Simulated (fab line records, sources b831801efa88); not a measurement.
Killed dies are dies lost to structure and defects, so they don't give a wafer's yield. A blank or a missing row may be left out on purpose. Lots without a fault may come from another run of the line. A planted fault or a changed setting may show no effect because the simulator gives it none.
fab line records | flow gf180mcu
record lots=5 wafers=15 last_day=33
route steps=602 shown V2@390 M3@409
lots that met no fault: from a run of the same line without faults
start_h: hours from the record's first day to the start of the lot's first wafer shown | wait_h: hours since the lot's step before | " the same as in the row above | L1.1+2: a row that stands for several wafers | - no value, or no start given | * or withheld: withheld | < > ~ a bound
route shown NAME@n: a module of which the file shows steps, and the number in the route of the first | usual: mean/standard deviation of fault-free wafers | same: alike in all rows | chamber/n: place in a boat | sites: the reading at each site | _std_site: their standard deviation | _edge_site: outer sites' mean less inner sites' | radius_mm: how far each site lies from the wafer's centre | mask NAME#n: copy n | behind: the tool/chamber that last shaped the wafer | hold: why the lot was held/for how many hours/how that ended | device: the transistor (n, p or np) that didn't switch | end of line: the same wafers' tests at the end of the route | a step without rows: its recipe alone | killed: dies lost to structure and defects at the first sort, not the wafer's yield | map: a wafer's dies, x killed, . not, _ none there
set.NAME: the setting as run; set.NAME@STEP: as run at that earlier step | model.NAME: the simulator's own value behind a step, which no gauge read
lots at some steps of the route; a table a step, a row a wafer
services: from which hour (start_h, from the record's first day; less than 0 if before it) a tool's chamber was out of use, for how many hours, and why
## steps
# step GF_V2_COAT_08
# recipe resist=BARC temp_c=withheld time_s=withheld spin_rpm=withheld resist_thk_nm=withheld
# usual dispense_pressure_kPa=52.3/0.96
# columns lot.wafer tool chamber start_h wait_h dispense_pressure_kPa
L074.1 litho_track-03 0 447.19 0.1 53.9
L074.2 " 0 " " 53.9
L074.6 " 0 " " 53.8
L085.3 litho_track-04 0 548.25 0.1 52.2
L085.4 " 0 " " 52.2
L085.6 " 0 " " 52.2
L086.1 litho_track-03 0 557.59 0.1 53.8
L086.3 " 0 " " 53.9
L086.5 " 0 " " 53.8
L090.1 litho_track-04 0 589.00 0.1 52.2
L090.2 " 0 " " 52.2
L090.6 " 0 " " 52.2
L091.1 litho_track-04 0 602.70 0.1 52.1
L091.4 " 0 " " 52.1
L091.6 " 0 " " 52.1
# step GF_V2_COAT_09
# recipe resist=KrF spin_rpm=withheld resist_thk_nm=1000
# usual dispense_pressure_kPa=52.3/0.97
# columns lot.wafer tool chamber start_h wait_h dispense_pressure_kPa
L074.1 litho_track-03 0 - - 53.8
L074.2 " 0 " " 53.8
L074.6 " 0 " " 53.7
L085.3 litho_track-04 0 - - 52.2
L085.4 " 0 " " 52.2
L085.6 " 0 " " 52.2
L086.1 litho_track-03 0 - - 53.9
L086.3 " 0 " " 53.8
L086.5 " 0 " " 53.8
L090.1 litho_track-04 0 - - 52.2
L090.2 " 0 " " 52.2
L090.6 " 0 " " 52.2
L091.1 litho_track-04 0 - - 52.1
L091.4 " 0 " " 52.1
L091.6 " 0 " " 52.1
# step GF_V2_SOFTBAKE_10
# recipe temp_c=130 time_s=60 resist=KrF
# columns lot.wafer tool chamber start_h wait_h
L074.1+2+6 litho_track-03 0 - -
L085.3+4+6 litho_track-04 0 - -
L086.1+3+5 litho_track-03 0 - -
L090.1+2+6 litho_track-04 0 - -
L091.1+4+6 litho_track-04 0 - -
# step GF_V2_EXPOSE_11
# recipe mask_id=Via2 target_cd_nm=260 na=0.68 source_shape=conventional sigma_outer=0.6 dose_mj=38
# columns lot.wafer tool chamber start_h wait_h mask
L074.1+2+6 krf_scanner-02 0 - - Via2#0
L085.3+4+6 krf_scanner-01 0 - - Via2#0
L086.1+3+5 krf_scanner-02 0 - - Via2#0
L090.1+2+6 krf_scanner-02 0 - - Via2#0
L091.1+4+6 krf_scanner-02 0 - - Via2#0
# step GF_V2_PEB_12
# recipe peb_temp_c=135 peb_time_s=90 resist=KrF
# columns lot.wafer tool chamber start_h wait_h
L074.1+2+6 litho_track-04 0 - -
L085.3+4+6 litho_track-04 0 - -
L086.1+3+5 litho_track-04 0 - -
L090.1+2+6 litho_track-01 0 - -
L091.1+4+6 litho_track-01 0 - -
# step GF_V2_DEVELOP_13
# recipe develop_time_s=60 resist=KrF dev_temp_c=21
# usual developer_temp_C=21.01/0.12
# columns lot.wafer tool chamber start_h wait_h developer_temp_C
L074.1 litho_track-04 0 459.30 0.2 20.94
L074.2 " 0 " " 20.91
L074.6 " 0 " " 21.12
L085.3 litho_track-04 0 560.10 0.1 20.87
L085.4 " 0 " " 20.88
L085.6 " 0 " " 21.07
L086.1 litho_track-04 0 569.20 0.2 20.90
L086.3 " 0 " " 21.07
L086.5 " 0 " " 21.08
L090.1 litho_track-01 0 598.97 0.2 21.00
L090.2 " 0 " " 21.00
L090.6 " 0 " " 21.12
L091.1 litho_track-01 0 613.77 0.2 20.86
L091.4 " 0 " " 20.90
L091.6 " 0 " " 20.76
# step GF_V2_CD_MEAS_14
# recipe target_cd_nm=260
# usual cd_nm=259.8/1.2
# columns lot.wafer tool chamber start_h wait_h cd_nm
L074.1 cd_sem-02 - 459.45 0.1 260.3
L074.2 " - " " 260.2
L074.6 " - " " 259.9
L085.3 cd_sem-02 - 560.24 0.1 260.2
L085.4 " - " " 259.7
L085.6 " - " " 261.1
L086.1 cd_sem-02 - 569.35 0.1 257.7
L086.3 " - " " 259.2
L086.5 " - " " 257.8
L090.1 cd_sem-02 - 599.12 0.1 259.0
L090.2 " - " " 260.1
L090.6 " - " " 259.2
L091.1 cd_sem-02 - 613.92 0.1 258.8
L091.4 " - " " 258.9
L091.6 " - " " 259.1
# step GF_V2_OVL_MEAS_15
# usual V2_OVL=1/4.3
# columns lot.wafer tool chamber start_h wait_h V2_OVL[nm]
L074.1 overlay-02 - 459.57 0.1 -9
L074.2 " - " " 0
L074.6 " - " " -8
L085.3 overlay-02 - 560.33 0.1 -8
L085.4 " - " " -1
L085.6 " - " " -1
L086.1 overlay-01 - 569.47 0.1 -6
L086.3 " - " " 0
L086.5 " - " " 2
L090.1 overlay-02 - 599.24 0.1 3
L090.2 " - " " 7
L090.6 " - " " 5
L091.1 overlay-02 - 614.04 0.1 -2
L091.4 " - " " -1
L091.6 " - " " 1
# step GF_V2_ETCH_16
# recipe chemistry=N2/H2 target_depth_a=withheld overetch_a=withheld time_s=withheld target=BARC ion_energy_ev=196.4 source_w=500 bias_w=100 pressure_mtorr=30 n2_flow_sccm=100 h2_flow_sccm=200
# usual chamber_pressure_mTorr=29.99/0.042 drypump_motor_current_A=5.8/0.31 n2_flow_sccm=99.95/0.3 oes_product_au=0.855/0.0052 throttle_valve_pct=13.225/0.0094
# columns lot.wafer tool chamber start_h wait_h chamber_pressure_mTorr drypump_motor_current_A n2_flow_sccm oes_product_au throttle_valve_pct
L074.1 rie_diel-04 1 459.61 0.0 30.03 6.3 100.00 0.851 13.226
L074.2 " 2 " " 30.03 5.7 99.92 0.859 13.223
L074.6 " 0 " " 29.96 5.8 99.63 0.860 13.241
L085.3 rie_diel-03 3 560.36 0.0 30.01 5.8 99.28 0.855 13.226
L085.4 " 1 " " 30.03 5.4 100.11 0.864 13.226
L085.6 " 2 " " 30.00 6.1 99.64 0.855 13.224
L086.1 rie_diel-04 0 569.51 0.0 29.98 5.9 99.84 0.867 13.220
L086.3 " 2 " " 30.02 5.7 100.35 0.859 13.241
L086.5 " 0 " " 30.01 5.9 100.03 0.866 13.221
L090.1 rie_diel-04 3 599.27 0.0 29.97 5.9 100.09 0.849 13.216
L090.2 " 2 " " 29.99 5.7 100.17 0.846 13.222
L090.6 " 3 " " 29.91 5.9 100.17 0.859 13.207
L091.1 rie_diel-04 3 614.07 0.0 30.01 5.9 99.78 0.855 13.209
L091.4 " 2 " " 30.01 5.7 100.08 0.854 13.218
L091.6 " 2 " " 30.00 5.7 99.64 0.859 13.213
# step GF_V2_ETCH_17
# recipe chemistry=C4F8/O2/Ar mask_material=KrF target=SiO2 stop_on=TiN source_w=1500 bias_w=1200 pressure_mtorr=40 c4f8_flow_sccm=withheld O2_flow_sccm=6 Ar_flow_sccm=300 time_s=withheld target_depth_a=6300
# usual chamber_pressure_mTorr=40.00/0.036 oes_product_au=0.857/0.0039
# columns lot.wafer tool chamber start_h wait_h chamber_pressure_mTorr oes_product_au
L074.1 rie_diel-04 1 - - 39.98 0.861
L074.2 " 2 " " 39.98 0.864
L074.6 " 0 " " 39.94 0.857
L085.3 rie_diel-03 3 - - 40.03 0.861
L085.4 " 1 " " 39.99 0.859
L085.6 " 2 " " 40.02 0.861
L086.1 rie_diel-04 0 - - 40.01 0.860
L086.3 " 2 " " 39.95 0.858
L086.5 " 0 " " 40.00 0.853
L090.1 rie_diel-04 3 - - 40.01 0.860
L090.2 " 2 " " 39.99 0.860
L090.6 " 3 " " 40.05 0.857
L091.1 rie_diel-04 3 - - 39.95 0.854
L091.4 " 2 " " 40.06 0.857
L091.6 " 2 " " 40.01 0.861
# step GF_V2_STRIP_18
# recipe chemistry=O2/N2 power_w=1400 pressure_mtorr=1500 platen_temp_c=250 o2_flow_sccm=3000 n2_flow_sccm=300 overash_fraction=0.5
# usual chamber_pressure_mTorr=1500.0/1.4 drypump_motor_current_A=5.8/0.61 heater_power_w=308/24 n2_flow_sccm=300.1/0.93 oes_product_au=0.593/0.005
# same overash_fraction=0.5
# columns lot.wafer tool chamber start_h wait_h chamber_pressure_mTorr drypump_motor_current_A heater_power_w n2_flow_sccm oes_product_au rf_hours_counter_h
L074.1 plasma_asher-01 0 459.74 - 1497.6 6.0 325 301.0 0.586 36
L074.2 " 1 " " 1501.1 5.5 351 301.1 0.588 36
L074.6 " 0 " " 1499.5 6.0 335 300.5 0.596 -
L085.3 plasma_asher-02 0 560.52 - 1497.7 6.4 319 298.4 0.598 -
L085.4 " 1 " " 1497.0 5.9 297 300.6 0.599 -
L085.6 " 1 " " 1499.3 5.9 289 298.6 0.591 -
L086.1 plasma_asher-03 1 569.64 - 1498.5 4.9 277 301.0 0.596 12
L086.3 " 0 " " 1497.6 6.5 310 299.8 0.592 -
L086.5 " 0 " " 1499.2 6.5 304 299.6 0.603 -
L090.1 plasma_asher-01 0 599.40 - 1503.9 5.9 326 298.7 0.587 52
L090.2 " 1 " " 1500.0 5.5 339 300.3 0.589 52
L090.6 " 1 " " 1495.8 5.5 349 298.4 0.597 -
L091.1 plasma_asher-03 0 614.20 - 1499.2 6.5 302 301.9 0.596 16
L091.4 " 1 " " 1500.4 4.9 273 300.8 0.590 -
L091.6 " 0 " " 1501.0 6.5 307 301.0 0.594 -
# step GF_V2_STRIP_19
# recipe chemistry=post_etch_residue_remover time_s=1200 temp_c=72.5
# usual temp_c=72.50/0.12
# columns lot.wafer tool chamber start_h wait_h temp_c
L074.1 wet_bench-01 0 459.84 0.1 72.38
L074.2 " 0 " " 72.50
L074.6 " 0 " " 72.51
L085.3 wet_bench-01 2 560.59 0.0 72.51
L085.4 " 2 " " 72.40
L085.6 " 2 " " 72.53
L086.1 wet_bench-04 0 569.74 0.1 72.70
L086.3 " 0 " " 72.62
L086.5 " 0 " " 72.53
L090.1 wet_bench-01 1 599.50 0.1 72.37
L090.2 " 1 " " 72.54
L090.6 " 1 " " 72.38
L091.1 wet_bench-01 3 614.30 0.1 72.56
L091.4 " 3 " " 72.41
L091.6 " 3 " " 72.72
# step GF_V2_CLEAN_20
# recipe chemistry=DIW dry=n2_spin
# columns lot.wafer tool chamber start_h wait_h
L074.1+2+6 wet_bench-04 2 460.18 0.0
L085.3+4+6 wet_bench-02 2 560.96 0.0
L086.1+3+5 wet_bench-02 3 570.08 0.0
L090.1+2+6 wet_bench-02 2 599.84 0.0
L091.1+4+6 wet_bench-02 2 614.64 0.0
# step GF_V2_SPUTTER_21
# recipe material=Ti target_thk_nm=15 chamber_pressure_pa=5 power_w=2500 substrate_temp_c=200 time_s=80.02
# usual throttle_valve_pct=30.1/1.1
# columns lot.wafer tool chamber start_h wait_h throttle_valve_pct
L074.1 pvd_sputter-04 - 460.27 0.0 30.4
L074.2 " - " " 27.7
L074.6 " - " " 30.3
L085.3 pvd_sputter-03 - 561.06 0.0 31.7
L085.4 " - " " 30.5
L085.6 " - " " 29.5
L086.1 pvd_sputter-04 - 570.17 0.0 27.7
L086.3 " - " " 30.2
L086.5 " - " " 29.3
L090.1 pvd_sputter-04 - 599.94 0.0 27.8
L090.2 " - " " 29.2
L090.6 " - " " 30.9
L091.1 pvd_sputter-03 - 614.74 0.0 32.0
L091.4 " - " " 30.8
L091.6 " - " " 30.7
# step GF_V2_SPUTTER_22
# recipe material=TiN target_thk_nm=10 chamber_pressure_pa=5 power_w=4000 time_s=40
# usual throttle_valve_pct=30.1/1.1
# columns lot.wafer tool chamber start_h wait_h throttle_valve_pct
L074.1 pvd_sputter-04 - 460.33 0.0 30.2
L074.2 " - " " 27.8
L074.6 " - " " 30.0
L085.3 pvd_sputter-03 - 561.12 0.0 32.0
L085.4 " - " " 30.7
L085.6 " - " " 29.3
L086.1 pvd_sputter-04 - 570.23 0.0 27.6
L086.3 " - " " 30.6
L086.5 " - " " 29.2
L090.1 pvd_sputter-04 - 600.00 0.0 27.9
L090.2 " - " " 29.2
L090.6 " - " " 30.8
L091.1 pvd_sputter-03 - 614.81 0.0 31.8
L091.4 " - " " 30.8
L091.6 " - " " 30.8
# step GF_V2_CVD_23
# recipe material=W target_thk_nm=350 time_s=104.94 temp_c=400 pressure_torr=40
# usual heater_power_w=790/73
# columns lot.wafer tool chamber start_h wait_h heater_power_w
L074.1 cvd_w-01 0 460.37 0.0 794
L074.2 " 1 " " 765
L074.6 " 1 " " 783
L085.3 cvd_w-02 0 561.20 0.1 678
L085.4 " 1 " " 873
L085.6 " 0 " " 668
L086.1 cvd_w-01 0 570.27 0.0 792
L086.3 " 1 " " 776
L086.5 " 0 " " 798
L090.1 cvd_w-02 1 600.04 0.0 873
L090.2 " 0 " " 677
L090.6 " 1 " " 871
L091.1 cvd_w-02 0 614.84 0.0 670
L091.4 " 1 " " 879
L091.6 " 0 " " 680
# step GF_V2_RS_MEAS_24
# recipe thk_meas_gauge=four-point-probe reads=W_of_V2_CVD_23+TiN_of_V2_SPUTTER_22+Ti_of_V2_SPUTTER_21
# usual V2_W_RS=0.327/0.0056
# columns lot.wafer tool chamber start_h wait_h V2_W_RS[ohm/sq]
L074.1 film_metro-04 - 460.48 0.1 0.323
L074.2 " - " " 0.334
L074.6 " - " " 0.332
L085.3 film_metro-03 - 561.31 0.1 0.338
L085.4 " - " " 0.327
L085.6 " - " " 0.336
L086.1 film_metro-04 - 570.38 0.1 0.322
L086.3 " - " " 0.327
L086.5 " - " " 0.320
L090.1 film_metro-03 - 600.15 0.1 0.319
L090.2 " - " " 0.330
L090.6 " - " " 0.321
L091.1 film_metro-04 - 614.96 0.1 0.335
L091.4 " - " " 0.322
L091.6 " - " " 0.336
# step GF_V2_THK_MEAS_25
# recipe thk_meas_gauge=xrf reads=W_of_V2_CVD_23
# usual V2_W_THK=365/6.8
# columns lot.wafer tool chamber start_h wait_h V2_W_THK[nm]
L074.1 film_metro-04 - 460.60 0.1 372
L074.2 " - " " 357
L074.6 " - " " 361
L085.3 film_metro-03 - 561.41 0.1 350
L085.4 " - " " 364
L085.6 " - " " 352
L086.1 film_metro-04 - 570.50 0.1 374
L086.3 " - " " 368
L086.5 " - " " 376
L090.1 film_metro-03 - 600.27 0.1 373
L090.2 " - " " 361
L090.6 " - " " 372
L091.1 film_metro-04 - 615.08 0.1 355
L091.4 " - " " 371
L091.6 " - " " 353
# step GF_V2_CMP_26
# recipe stop_on=SiO2 down_force_psi=3.5 platen_rpm=60 t_overpolish_s=15 target_thk_nm=0 pad_velocity_m_s=0.94248
# usual edge_zone_pressure_frac=1.000/0.0052 motor_current_A=11.8/1.2 overpolish_run_s=15.000/0.0089 time_to_endpoint_s=87/3.8
# columns lot.wafer tool chamber start_h wait_h edge_zone_pressure_frac motor_current_A overpolish_run_s time_to_endpoint_s
L074.1 cmp-02 1 460.66 0.1 1.008 12.0 15.006 94
L074.2 " 0 " " 0.995 11.3 15.006 88
L074.6 " 1 " " 1.004 11.5 14.995 91
L085.3 cmp-01 3 561.45 0.0 0.993 11.6 14.992 88
L085.4 " 2 " " 0.996 9.9 15.003 90
L085.6 " 3 " " 0.995 11.9 15.000 89
L086.1 cmp-02 3 570.61 0.1 1.007 11.5 15.013 90
L086.3 " 1 " " 1.001 11.3 15.001 89
L086.5 " 3 " " 1.007 11.7 15.018 90
L090.2 cmp-02 1 600.33 0.0 0.998 11.7 14.990 86
L090.1 " 2 " " 1.005 13.8 14.997 81
L090.6 " 2 " " 1.003 14.1 15.002 82
L091.4 cmp-02 3 615.24 0.1 1.003 11.3 15.011 88
L091.1 " 0 " " 1.004 10.7 15.005 78
L091.6 " 1 " " 1.002 10.7 14.991 80
# step GF_M3_SPUTTER_00
# recipe material=Ti target_thk_nm=37.5 arriving_ion_energy_ev=80 substrate_temp_c=200 chamber_pressure_pa=2 power_w=4000 time_s=150
# usual throttle_valve_pct=29.7/0.69
# columns lot.wafer tool chamber start_h wait_h throttle_valve_pct
L074.1 pvd_sputter-01 - 460.96 0.2 29.7
L074.2 " - " " 30.4
L074.6 " - " " 30.0
L085.3 pvd_sputter-04 - 561.75 0.2 30.5
L085.4 " - " " 29.3
L085.6 " - " " 27.9
L086.1 pvd_sputter-02 - 570.86 0.2 30.1
L086.3 " - " " 30.0
L086.5 " - " " 28.9
L090.1 pvd_sputter-01 - 600.63 0.2 30.0
L090.2 " - " " 29.5
L090.6 " - " " 29.8
L091.1 pvd_sputter-02 - 615.44 0.1 30.1
L091.4 " - " " 29.9
L091.6 " - " " 30.2
# step GF_M3_SPUTTER_01
# recipe material=TiN target_thk_nm=30 power_w=6500 time_s=25 chamber_pressure_pa=0.4
# usual throttle_valve_pct=29.6/0.68
# columns lot.wafer tool chamber start_h wait_h throttle_valve_pct
L074.1 pvd_sputter-01 - 461.06 0.1 29.5
L074.2 " - " " 30.3
L074.6 " - " " 29.9
L085.3 pvd_sputter-04 - 561.85 0.1 30.4
L085.4 " - " " 29.4
L085.6 " - " " 27.7
L086.1 pvd_sputter-02 - 570.96 0.1 30.3
L086.3 " - " " 30.2
L086.5 " - " " 28.9
L090.1 pvd_sputter-01 - 600.73 0.1 30.1
L090.2 " - " " 29.6
L090.6 " - " " 30.2
L091.1 pvd_sputter-02 - 615.54 0.1 30.4
L091.4 " - " " 29.8
L091.6 " - " " 29.9
# step GF_M3_SPUTTER_02
# recipe material=AlCu target_thk_nm=450 power_w=10600 time_s=23.9 chamber_pressure_pa=0.4
# usual throttle_valve_pct=29.7/0.7
# columns lot.wafer tool chamber start_h wait_h throttle_valve_pct
L074.1 pvd_sputter-01 - 461.09 0.0 30.0
L074.2 " - " " 30.0
L074.6 " - " " 30.4
L085.3 pvd_sputter-04 - 561.88 0.0 30.5
L085.4 " - " " 28.9
L085.6 " - " " 27.9
L086.1 pvd_sputter-02 - 570.99 0.0 30.0
L086.3 " - " " 30.1
L086.5 " - " " 28.9
L090.1 pvd_sputter-01 - 600.76 0.0 30.2
L090.2 " - " " 29.7
L090.6 " - " " 30.2
L091.1 pvd_sputter-02 - 615.57 0.0 30.1
L091.4 " - " " 30.0
L091.6 " - " " 30.3
# step GF_M3_SPUTTER_03
# recipe material=Ti target_thk_nm=10 substrate_temp_c=300 chamber_pressure_pa=0.3 power_w=3000 time_s=6.7
# usual throttle_valve_pct=29.7/0.67
# columns lot.wafer tool chamber start_h wait_h throttle_valve_pct
L074.1 pvd_sputter-01 - 461.12 0.0 29.6
L074.2 " - " " 29.8
L074.6 " - " " 30.1
L085.3 pvd_sputter-04 - 561.91 0.0 30.3
L085.4 " - " " 29.3
L085.6 " - " " 28.0
L086.1 pvd_sputter-02 - 571.02 0.0 30.1
L086.3 " - " " 29.9
L086.5 " - " " 28.5
L090.1 pvd_sputter-01 - 600.79 0.0 30.1
L090.2 " - " " 29.8
L090.6 " - " " 30.2
L091.1 pvd_sputter-02 - 615.60 0.0 30.2
L091.4 " - " " 30.0
L091.6 " - " " 30.2
# step GF_M3_SPUTTER_04
# recipe material=TiN target_thk_nm=50 power_w=6500 time_s=41.7 chamber_pressure_pa=0.4
# usual throttle_valve_pct=29.7/0.71
# columns lot.wafer tool chamber start_h wait_h throttle_valve_pct
L074.1 pvd_sputter-01 - 461.14 0.0 29.7
L074.2 " - " " 29.9
L074.6 " - " " 30.1
L085.3 pvd_sputter-04 - 561.93 0.0 30.6
L085.4 " - " " 29.4
L085.6 " - " " 27.9
L086.1 pvd_sputter-02 - 571.04 0.0 30.0
L086.3 " - " " 30.1
L086.5 " - " " 28.6
L090.1 pvd_sputter-01 - 600.81 0.0 30.3
L090.2 " - " " 29.5
L090.6 " - " " 30.0
L091.1 pvd_sputter-02 - 615.62 0.0 30.3
L091.4 " - " " 29.8
L091.6 " - " " 30.3
# step GF_M3_RS_MEAS_05
# recipe thk_meas_gauge=four-point-probe reads=TiN_of_M3_SPUTTER_04+Ti_of_M3_SPUTTER_03+AlCu_of_M3_SPUTTER_02+TiN_of_M3_SPUTTER_01+Ti_of_M3_SPUTTER_00
# usual M3_ALCU_RS=0.0690/0.00076
# columns lot.wafer tool chamber start_h wait_h M3_ALCU_RS[ohm/sq]
L074.1 film_metro-01 - 461.18 0.0 0.0693
L074.2 " - " " 0.0691
L074.6 " - " " 0.0692
L085.3 film_metro-01 - 562.01 0.1 0.0684
L085.4 " - " " 0.0673
L085.6 " - " " 0.0681
L086.1 film_metro-02 - 571.08 0.0 0.0707
L086.3 " - " " 0.0696
L086.5 " - " " 0.0694
L090.1 film_metro-03 - 600.85 0.0 0.0695
L090.2 " - " " 0.0691
L090.6 " - " " 0.0694
L091.1 film_metro-02 - 615.66 0.0 0.0676
L091.4 " - " " 0.0699
L091.6 " - " " 0.0674
# step GF_M3_THK_MEAS_06
# recipe thk_meas_gauge=xrf reads=AlCu_of_M3_SPUTTER_02
# usual M3_ALCU_THK=443/6
# columns lot.wafer tool chamber start_h wait_h M3_ALCU_THK[nm]
L074.1 film_metro-01 - 461.30 0.1 441
L074.2 " - " " 445
L074.6 " - " " 441
L085.3 film_metro-01 - 562.11 0.1 447
L085.4 " - " " 453
L085.6 " - " " 449
L086.1 film_metro-02 - 571.20 0.1 429
L086.3 " - " " 436
L086.5 " - " " 437
L090.1 film_metro-03 - 600.97 0.1 442
L090.2 " - " " 444
L090.6 " - " " 444
L091.1 film_metro-02 - 615.78 0.1 448
L091.4 " - " " 433
L091.6 " - " " 450
# step GF_M3_DEHYDRATE_07
# recipe temp_c=200 time_s=60
# columns lot.wafer tool chamber start_h wait_h
L074.1+2+6 litho_track-01 0 472.47 11.2
L085.3+4+6 litho_track-02 0 572.43 10.3
L086.1+3+5 litho_track-01 0 581.47 10.3
L090.1+2+6 litho_track-01 0 611.42 10.4
L091.1+4+6 litho_track-01 0 624.92 9.1
# step GF_M3_HMDS_08
# recipe prime_time_s=60 prime_temp_c=120
# usual prime_temp_c=120.02/0.15
# columns lot.wafer tool chamber start_h wait_h prime_temp_c
L074.1 litho_track-01 0 472.62 0.1 119.94
L074.2 " 0 " " 120.07
L074.6 " 0 " " 119.98
L085.3 litho_track-02 0 572.58 0.1 120.13
L085.4 " 0 " " 120.10
L085.6 " 0 " " 120.17
L086.1 litho_track-01 0 581.62 0.1 120.00
L086.3 " 0 " " 120.02
L086.5 " 0 " " 120.00
L090.1 litho_track-01 0 611.57 0.1 119.88
L090.2 " 0 " " 120.17
L090.6 " 0 " " 120.27
L091.1 litho_track-01 0 625.07 0.1 120.05
L091.4 " 0 " " 119.86
L091.6 " 0 " " 120.02
# step GF_M3_COAT_09
# recipe resist=KrF spin_rpm=withheld resist_thk_nm=1000
# usual dispense_pressure_kPa=53.2/2.2
# columns lot.wafer tool chamber start_h wait_h dispense_pressure_kPa
L074.1 litho_track-01 0 472.77 0.1 51.2
L074.2 " 0 " " 51.2
L074.6 " 0 " " 51.2
L085.3 litho_track-02 0 572.73 0.1 56.0
L085.4 " 0 " " 56.0
L085.6 " 0 " " 56.0
L086.1 litho_track-01 0 581.77 0.1 51.3
L086.3 " 0 " " 51.2
L086.5 " 0 " " 51.2
L090.1 litho_track-01 0 611.72 0.1 51.3
L090.2 " 0 " " 51.2
L090.6 " 0 " " 51.2
L091.1 litho_track-01 0 625.22 0.1 51.3
L091.4 " 0 " " 51.3
L091.6 " 0 " " 51.3
# step GF_M3_SOFTBAKE_10
# recipe temp_c=130 time_s=62.14 resist=KrF
# usual plate_sensor_t_centre_C=131.01/0.011 plate_sensor_t_edge_C=131.21/0.01
# columns lot.wafer tool chamber start_h wait_h plate_sensor_t_centre_C plate_sensor_t_edge_C
L074.1 litho_track-01 0 472.92 0.1 130.99 131.22
L074.2 " 0 " " 131.02 131.21
L074.6 " 0 " " 131.03 131.18
L085.3 litho_track-02 0 572.88 0.1 131.03 131.2
L085.4 " 0 " " 131.01 131.22
L085.6 " 0 " " 131.01 131.21
L086.1 litho_track-01 0 581.92 0.1 131.03 131.21
L086.3 " 0 " " 131.01 131.21
L086.5 " 0 " " 131.02 131.2
L090.1 litho_track-01 0 611.87 0.1 131.01 131.19
L090.2 " 0 " " 131.02 131.23
L090.6 " 0 " " 131.03 131.21
L091.1 litho_track-01 0 625.37 0.1 131.01 131.2
L091.4 " 0 " " 131.01 131.21
L091.6 " 0 " " 131.01 131.21
# step GF_M3_EXPOSE_11
# recipe mask_id=Metal3 target_cd_nm=280 na=0.68 source_shape=conventional sigma_outer=0.6 dose_mj=28
# columns lot.wafer tool chamber start_h wait_h mask
L074.1+2+6 krf_scanner-01 0 - - Metal3#0
L085.3+4+6 krf_scanner-01 0 - - Metal3#0
L086.1+3+5 krf_scanner-01 0 - - Metal3#0
L090.1+2+6 krf_scanner-01 0 - - Metal3#0
L091.1+4+6 krf_scanner-01 0 - - Metal3#0
# step GF_M3_PEB_12
# recipe peb_temp_c=135 peb_time_s=90 resist=KrF
# columns lot.wafer tool chamber start_h wait_h
L074.1+2+6 litho_track-04 0 - -
L085.3+4+6 litho_track-04 0 - -
L086.1+3+5 litho_track-02 0 - -
L090.1+2+6 litho_track-01 0 - -
L091.1+4+6 litho_track-02 0 - -
# step GF_M3_DEVELOP_13
# recipe develop_time_s=60 dev_temp_c=21
# usual developer_temp_C=20.99/0.088
# columns lot.wafer tool chamber start_h wait_h developer_temp_C
L074.1 litho_track-04 0 484.80 0.2 21.07
L074.2 " 0 " " 20.91
L074.6 " 0 " " 20.96
L085.3 litho_track-04 0 583.95 0.1 21.06
L085.4 " 0 " " 21.05
L085.6 " 0 " " 20.95
L086.1 litho_track-02 0 592.53 0.2 21.00
L086.3 " 0 " " 21.15
L086.5 " 0 " " 20.89
L090.1 litho_track-01 0 621.17 0.2 21.15
L090.2 " 0 " " 21.03
L090.6 " 0 " " 21.11
L091.1 litho_track-02 0 635.68 0.2 20.95
L091.4 " 0 " " 20.78
L091.6 " 0 " " 21.02
# step GF_M3_CD_MEAS_14
# recipe target_cd_nm=280
# usual cd_nm=279.9/1.2
# columns lot.wafer tool chamber start_h wait_h cd_nm
L074.1 cd_sem-02 - 484.95 0.1 280.8
L074.2 " - " " 280.9
L074.6 " - " " 280.3
L085.3 cd_sem-01 - 584.09 0.1 282.1
L085.4 " - " " 281.5
L085.6 " - " " 281.2
L086.1 cd_sem-01 - 592.77 0.2 277.6
L086.3 " - " " 279.2
L086.5 " - " " 277.8
L090.1 cd_sem-02 - 621.32 0.1 281.7
L090.2 " - " " 280.9
L090.6 " - " " 282.1
L091.1 cd_sem-02 - 635.83 0.1 280.9
L091.4 " - " " 280.2
L091.6 " - " " 282.3
# step GF_M3_OVL_MEAS_15
# usual M3_OVL=5/5.1
# columns lot.wafer tool chamber start_h wait_h M3_OVL[nm]
L074.1 overlay-02 - 485.07 0.1 2
L074.2 " - " " 2
L074.6 " - " " -3
L085.3 overlay-02 - 584.18 0.1 10
L085.4 " - " " 6
L085.6 " - " " 3
L086.1 overlay-01 - 592.89 0.1 6
L086.3 " - " " 2
L086.5 " - " " 1
L090.1 overlay-02 - 621.44 0.1 2
L090.2 " - " " 13
L090.6 " - " " 6
L091.1 overlay-01 - 635.95 0.1 8
L091.4 " - " " 4
L091.6 " - " " 4
## services
# columns tool chamber start_h hours kind
krf_scanner-01 - 423.35 5.1 repair
cmp-02 - 439.97 3.6 repair
rie_diel-04 1 440.02 12.4 repair
krf_scanner-02 - 440.94 1.3 pm
krf_scanner-02 - 442.24 0.8 pm
pvd_sputter-03 - 442.93 2.7 repair
krf_scanner-01 - 447.23 1.4 repair
krf_scanner-01 - 449.53 1.4 repair
krf_scanner-02 - 456.72 3.6 pm
cmp-02 - 464.70 1.6 repair
krf_scanner-01 - 471.92 0.8 pm
rie_diel-04 1 483.07 9.0 repair
krf_scanner-01 - 487.36 4.0 pm
cmp-02 - 490.84 6.0 pm
krf_scanner-02 - 503.23 0.8 repair
krf_scanner-02 - 532.31 2.5 repair
cmp-02 - 538.17 5.8 pm
cmp-02 - 554.03 1.0 repair
pvd_sputter-02 - 559.77 2.9 repair
pvd_sputter-02 - 560.86 6.2 repair
krf_scanner-01 - 582.78 1.0 pm
krf_scanner-01 - 599.82 1.3 pm
pvd_sputter-04 - 611.37 0.9 repair
rie_diel-04 0 629.95 2.0 repair
## key
fault none
